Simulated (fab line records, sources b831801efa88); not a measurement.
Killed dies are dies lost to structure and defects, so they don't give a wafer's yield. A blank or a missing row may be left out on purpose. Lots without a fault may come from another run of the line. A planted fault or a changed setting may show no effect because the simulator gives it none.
Which tool did it? | flow sky130 | 13 lots, 39 wafers sampled, at 5 steps of a route of 708

WHAT THE GAUGES READ, wafer by wafer
SKY_DNWELL_TW_MEAS_09. Usual: DNWELL_TW 1118, standard deviation 18.
lot  | measured    | on            | DNWELL_TW      | flag
L342 | day 3 02:00 | film_metro-01 | 1096 1098 1093 |
L343 | day 3 07:45 | film_metro-01 | 1098 1097 1093 |
L344 | day 3 16:25 | film_metro-02 | 1139 1134 1142 |
L345 | day 3 22:18 | film_metro-02 | 1139 1143 1138 |
L348 | day 4 14:55 | film_metro-01 | 1107 1104 1103 |
L349 | day 4 21:22 | film_metro-02 | 1142 1141      |
L350 | day 5 00:58 | film_metro-01 | 1111 1106 1113 |
L352 | day 5 10:10 | film_metro-02 | 1150 1152 1157 |
L353 | day 5 15:35 | film_metro-01 | 1116 1111 1110 |
L356 | day 6 07:19 | film_metro-02 | 1133 1135 1143 |
L360 | day 7 02:12 | film_metro-01 | 1104 1097 1105 |
L362 | day 7 14:21 | film_metro-01 | 1104 1103 1104 |
L363 | day 7 20:33 | film_metro-03 | 1105 1107 1105 |

WHICH TOOL RAN EACH LOT (tool, then ch and the chambers of the sampled wafers, then the start)
lot  | SKY_FIELD_ISO_ETCH_14             | SKY_FIELD_ISO_ETCH_15             | SKY_FIELD_ISO_STRIP_16              | SKY_DNWELL_STRIP_08
L342 | rie_diel-02 ch 0,2, day 2 05:22   | rie_diel-02 ch 0,2, day 2 05:25   | plasma_asher-02 ch 0,1, day 2 05:28 | plasma_asher-04 ch 0, day 3 01:54
L343 | rie_diel-04 ch 1,3, day 2 09:38   | rie_diel-04 ch 1,3, day 2 09:41   | plasma_asher-04 ch 0,1, day 2 09:44 | plasma_asher-01 ch 0,1, day 3 07:39
L344 | rie_diel-04 ch 1,2,3, day 2 15:53 | rie_diel-04 ch 1,2,3, day 2 15:56 | plasma_asher-03 ch 0,1, day 2 15:59 | plasma_asher-04 ch 0,1, day 3 16:18
L345 | rie_diel-02 ch 0,1,2, day 2 20:14 | rie_diel-02 ch 0,1,2, day 2 20:17 | plasma_asher-03 ch 0,1, day 2 20:20 | plasma_asher-04 ch 0,1, day 3 22:12
L348 | rie_diel-04 ch 1,2, day 3 12:20   | rie_diel-04 ch 1,2, day 3 12:23   | plasma_asher-04 ch 0,1, day 3 12:28 | plasma_asher-04 ch 0,1, day 4 14:50
L349 | rie_diel-02 ch 0,1,3, day 3 19:50 | rie_diel-02 ch 0,1,3, day 3 19:53 | plasma_asher-04 ch 0,1, day 3 19:56 | plasma_asher-01 ch 0,1, day 4 21:16
L350 | rie_diel-01 ch 2,3, day 3 22:49   | rie_diel-01 ch 2,3, day 3 22:52   | plasma_asher-02 ch 0,1, day 3 22:57 | plasma_asher-04 ch 0,1, day 5 00:53
L352 | rie_diel-04 ch 0,1,3, day 4 08:53 | rie_diel-04 ch 0,1,3, day 4 08:56 | plasma_asher-02 ch 0,1, day 4 08:59 | plasma_asher-04 ch 0,1, day 5 10:04
L353 | rie_diel-01 ch 1,2,3, day 4 13:46 | rie_diel-01 ch 1,2,3, day 4 13:49 | plasma_asher-04 ch 0,1, day 4 13:54 | plasma_asher-02 ch 0,1, day 5 15:30
L356 | rie_diel-04 ch 0,2, day 5 06:02   | rie_diel-04 ch 0,2, day 5 06:05   | plasma_asher-03 ch 0,1, day 5 06:08 | plasma_asher-02 ch 0,1, day 6 07:12
L360 | rie_diel-01 ch 1,2, day 6 01:08   | rie_diel-01 ch 1,2, day 6 01:10   | plasma_asher-03 ch 0,1, day 6 01:14 | plasma_asher-02 ch 1, day 7 02:06
L362 | rie_diel-04 ch 1,2,3, day 6 12:26 | rie_diel-04 ch 1,2,3, day 6 12:29 | plasma_asher-02 ch 0,1, day 6 12:32 | plasma_asher-01 ch 0,1, day 7 14:15
L363 | rie_diel-04 ch 2,3, day 6 18:46   | rie_diel-04 ch 2,3, day 6 18:49   | plasma_asher-02 ch 1, day 6 18:52   | plasma_asher-02 ch 0, day 7 20:27
- SKY_FIELD_ISO_ETCH_14: etches BARC in N2/H2, stops on SiO2, time 45.9 s, target depth 60 nm.
- SKY_FIELD_ISO_ETCH_15: etches the open film in CHF3/O2, stops on Si, target depth 180 nm, time 72 s.
- SKY_FIELD_ISO_STRIP_16: strips in O2/N2.
- SKY_DNWELL_STRIP_08: strips in O2/N2.

WHAT THE TOOLS THEMSELVES READ (means of the sampled wafers that have a number; where no wafer has one, the mark that the record gives instead)
SKY_FIELD_ISO_ETCH_14. Usual: drypump_motor_current_A 5.5 A, standard deviation 0.44; oes_product_au 0.854 a.u., standard deviation 0.0047; run_length_s 74.4 s, standard deviation 0.42; throttle_valve_pct 13.224 %, standard deviation 0.0096.
lot  | tool        | drypump_motor_current_A (A) | oes_product_au (a.u.) | run_length_s (s) | throttle_valve_pct (%) | flag
L342 | rie_diel-02 | 6.0                         | 0.853                 | 73.9             | 13.216                 |
L343 | rie_diel-04 | 5.3                         | 0.857                 | 74.4             | 13.228                 |
L344 | rie_diel-04 | 5.5                         | 0.857                 | 74.5             | 13.228                 |
L345 | rie_diel-02 | 5.9                         | 0.855                 | 74.2             | 13.231                 |
L348 | rie_diel-04 | 5.2                         | 0.856                 | 74.5             | 13.229                 |
L349 | rie_diel-02 | 5.7                         | 0.904                 | 67.3             | 13.222                 | OFF
L350 | rie_diel-01 | 5.0                         | 0.852                 | 74.7             | 13.225                 |
L352 | rie_diel-04 | 5.4                         | 0.854                 | 74.6             | 13.221                 |
L353 | rie_diel-01 | 5.3                         | 0.855                 | 74.6             | 13.234                 |
L356 | rie_diel-04 | 5.3                         | 0.852                 | 74.6             | 13.224                 |
L360 | rie_diel-01 | 5.6                         | 0.853                 | 74.5             | 13.223                 |
L362 | rie_diel-04 | 5.5                         | 0.855                 | 74.4             | 13.217                 |
L363 | rie_diel-04 | 5.9                         | 0.853                 | 74.5             | 13.223                 |

SKY_FIELD_ISO_ETCH_15. Usual: drypump_motor_current_A 5.5 A, standard deviation 0.44; oes_product_au 0.944 a.u., standard deviation 0.0072; run_length_s 100.4 s, standard deviation 0.39; throttle_valve_pct 8.843 %, standard deviation 0.011.
lot  | tool        | drypump_motor_current_A (A) | oes_product_au (a.u.) | run_length_s (s) | throttle_valve_pct (%) | flag
L342 | rie_diel-02 | 6.0                         | 0.949                 | 100.0            | 8.852                  |
L343 | rie_diel-04 | 5.3                         | 0.942                 | 100.5            | 8.835                  |
L344 | rie_diel-04 | 5.5                         | 0.942                 | 100.5            | 8.845                  |
L345 | rie_diel-02 | 5.8                         | 0.941                 | 100.2            | 8.839                  |
L348 | rie_diel-04 | 5.2                         | 0.948                 | 100.5            | 8.845                  |
L349 | rie_diel-02 | 5.7                         | 0.760                 | 100.5            | 8.787                  | OFF
L350 | rie_diel-01 | 5.0                         | 0.948                 | 100.7            | 8.847                  |
L352 | rie_diel-04 | 5.4                         | 0.937                 | 100.6            | 8.838                  |
L353 | rie_diel-01 | 5.3                         | 0.952                 | 100.6            | 8.842                  |
L356 | rie_diel-04 | 5.3                         | 0.931                 | 100.6            | 8.846                  |
L360 | rie_diel-01 | 5.6                         | 0.952                 | 100.5            | 8.842                  |
L362 | rie_diel-04 | 5.5                         | 0.943                 | 100.5            | 8.854                  |
L363 | rie_diel-04 | 5.9                         | 0.935                 | 100.2            | 8.837                  |

SKY_FIELD_ISO_STRIP_16. Usual: drypump_motor_current_A 5.7 A, standard deviation 0.54; oes_product_au 0.377 a.u., standard deviation 0.0044; strip_time_to_endpoint_s 3.532 s, standard deviation 0.024.
lot  | tool            | drypump_motor_current_A (A) | oes_product_au (a.u.) | strip_time_to_endpoint_s (s) | flag
L342 | plasma_asher-02 | 6.1                         | 0.376                 | 3.475                        |
L343 | plasma_asher-04 | 6.0                         | 0.377                 | 3.517                        |
L344 | plasma_asher-03 | 5.0                         | 0.379                 | 3.505                        |
L345 | plasma_asher-03 | 5.3                         | 0.379                 | 3.511                        |
L348 | plasma_asher-04 | 6.0                         | 0.375                 | 3.536                        |
L349 | plasma_asher-04 | 5.7                         | 0.379                 | 3.586                        |
L350 | plasma_asher-02 | 5.9                         | 0.375                 | 3.551                        |
L352 | plasma_asher-02 | 6.1                         | 0.375                 | 3.524                        |
L353 | plasma_asher-04 | 5.8                         | 0.374                 | 3.557                        |
L356 | plasma_asher-03 | 5.3                         | 0.376                 | 3.517                        |
L360 | plasma_asher-03 | 5.0                         | 0.379                 | 3.547                        |
L362 | plasma_asher-02 | 5.9                         | 0.375                 | 3.517                        |
L363 | plasma_asher-02 | 5.8                         | 0.373                 | 3.542                        |

SKY_DNWELL_STRIP_08. Usual: drypump_motor_current_A 5.7 A, standard deviation 0.47; oes_product_au 0.722 a.u., standard deviation 0.0044; strip_time_to_endpoint_s 36.94 s, standard deviation 0.11.
lot  | tool            | drypump_motor_current_A (A) | oes_product_au (a.u.) | strip_time_to_endpoint_s (s) | flag
L342 | plasma_asher-04 | 6.3                         | 0.721                 | 36.87                        |
L343 | plasma_asher-01 | 5.3                         | 0.724                 | 36.88                        |
L344 | plasma_asher-04 | 5.8                         | 0.728                 | 37.11                        |
L345 | plasma_asher-04 | 5.7                         | 0.723                 | 37.03                        |
L348 | plasma_asher-04 | 5.7                         | 0.725                 | 36.94                        |
L349 | plasma_asher-01 | 5.2                         | 0.726                 | 36.94                        |
L350 | plasma_asher-04 | 6.0                         | 0.726                 | 36.91                        |
L352 | plasma_asher-04 | 5.8                         | 0.721                 | 37.04                        |
L353 | plasma_asher-02 | 5.9                         | 0.720                 | 36.97                        |
L356 | plasma_asher-02 | 6.1                         | 0.725                 | 37.08                        |
L360 | plasma_asher-02 | 5.8                         | 0.721                 | 36.79                        |
L362 | plasma_asher-01 | 5.3                         | 0.722                 | 36.80                        |
L363 | plasma_asher-02 | 6.2                         | 0.725                 | 36.93                        |

THE ANSWER, worked out from the rows above alone
Rule: a lot is off if the mean of its wafers that have a number lies more than 3 standard deviations from the usual mean. A lot without any number at a reading at which 4 lots or more have one is off too. The other lots that the step has rows for count as sound. The gauges are gone through in route order, then the tools' own readings, and for those a lot's mean is taken as printed above. The first step at which some lot is off is used, and at that step the reading that is off furthest; a lot without a number counts as furthest.
Off: L349, at SKY_FIELD_ISO_ETCH_14 (run_length_s).
A tool fits if, at that step or a process step before it, it ran every lot that is off, and no sound lot after the first of them. One fits: rie_diel-02 at SKY_FIELD_ISO_ETCH_14. Its last sound lot is L345 (day 2 20:14), its first lot that is off L349 (day 3 19:50): a fault that began between those two fits.
The tool's own readings at SKY_FIELD_ISO_ETCH_14 bear it out: on the lots that are off they differ by more than 5 times the standard deviation of the sound lots' means. oes_product_au reads 0.904 a.u. there against 0.854 a.u. on the sound lots; run_length_s reads 67.3 s there against 74.5 s on the sound lots.

WHAT THE SIMULATOR HAD PUT IN
Process parameter drift: rie_diel-02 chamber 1, from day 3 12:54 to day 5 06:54, at SKY_FIELD_ISO_ETCH_14. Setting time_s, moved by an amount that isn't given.
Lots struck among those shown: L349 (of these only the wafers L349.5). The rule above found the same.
